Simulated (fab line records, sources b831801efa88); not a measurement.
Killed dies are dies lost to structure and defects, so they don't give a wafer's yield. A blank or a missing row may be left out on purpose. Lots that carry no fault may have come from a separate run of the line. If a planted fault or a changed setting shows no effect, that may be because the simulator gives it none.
One fault through the eyes of 2 desks || flow sky130 || only its own numbers are on each desk; what lay behind them is given at the end

## FROM THE METROLOGY DESK
What the gauges read, lot by lot, whatever tool the lot ran on: means of the sampled wafers that have a number. If a lot's mean is further than 4 standard deviations from the usual mean, the lot is out of limits and carries the mark OUT (the distance appears in the brackets).
Columns: A = VT_ADJUST_PCH_TW at SKY_VT_ADJUST_PCH_TW_MEAS_10, usual 142.5; B = cdNm at SKY_SONOS_TUNNEL_CD_MEAS_07, usual 409.5 nm; C = SONOS_TUNNEL_OVL at SKY_SONOS_TUNNEL_OVL_MEAS_08, usual -0.1 nm
{"lot": "L123", "first seen here": "day 11 09:46", "A": 144.0, "B": 408.7, "C": 2.4}
{"lot": "L124", "first seen here": "day 12 03:51", "A": 142.1, "B": 406.5, "C": -0.8}
{"lot": "L129", "first seen here": "day 13 23:46", "A": 142.9, "B": 411.9, "C": -0.7}
{"lot": "L133", "first seen here": "day 14 22:54", "A": 142.5, "B": 412.6, "C": 0.2}
{"lot": "L135", "first seen here": "day 15 13:10", "A": 142.0, "B": 410.1, "C": 1.2}
{"lot": "L140", "first seen here": "day 17 02:25", "A": 142.0, "B": 413.0, "C": -0.5}
Finding of this desk: none of the 6 lots has anything out of limits.

## TOOL OWNER'S DESK, implanter-03
For each lot that ran on this tool, the mean over its sampled wafers that have a number, from the tool's own readings at SKY_SONOS_TUNNEL_IMPLANT_09. If a lot's mean is further than 4 standard deviations from the usual mean, the lot is out of limits and carries the mark OUT (the distance appears in the brackets).
Columns: A = beamEnergyKeV at SKY_SONOS_TUNNEL_IMPLANT_09, usual 20.000
{"lot": "L124", "first seen here": "day 13 04:40", "A": 20.005}
{"lot": "L129", "first seen here": "day 15 02:05", "A": "18.672 (-99 or more) OUT"}
{"lot": "L133", "first seen here": "day 16 02:44", "A": "18.678 (-99 or more) OUT"}
{"lot": "L140", "first seen here": "day 18 07:38", "A": 19.999}
This desk finds L129, L133 out of limits, L129 being first, at day 15 02:05 (beamEnergyKeV at SKY_SONOS_TUNNEL_IMPLANT_09). In limits: L124, L140.

## BROUGHT TOGETHER
On L129, L133, at day 15 02:05, an alarm was possible from the tool owner's desk.
From the metrology desk's view, nothing was out of limits.
The metrology desk has L129, L133 on record, within its limits.
Of the lots named, all ran SKY_SONOS_TUNNEL_IMPLANT_09 on implanter-03.

## WHAT THE SIMULATOR HAD INSERTED
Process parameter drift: implanter-03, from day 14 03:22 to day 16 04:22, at SKY_SONOS_TUNNEL_IMPLANT_09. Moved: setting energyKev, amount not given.
Shown lots that were struck: L129, L133.
Each desk's first reading out of limits, in hours after the fault started: the tool owner's desk, 23.
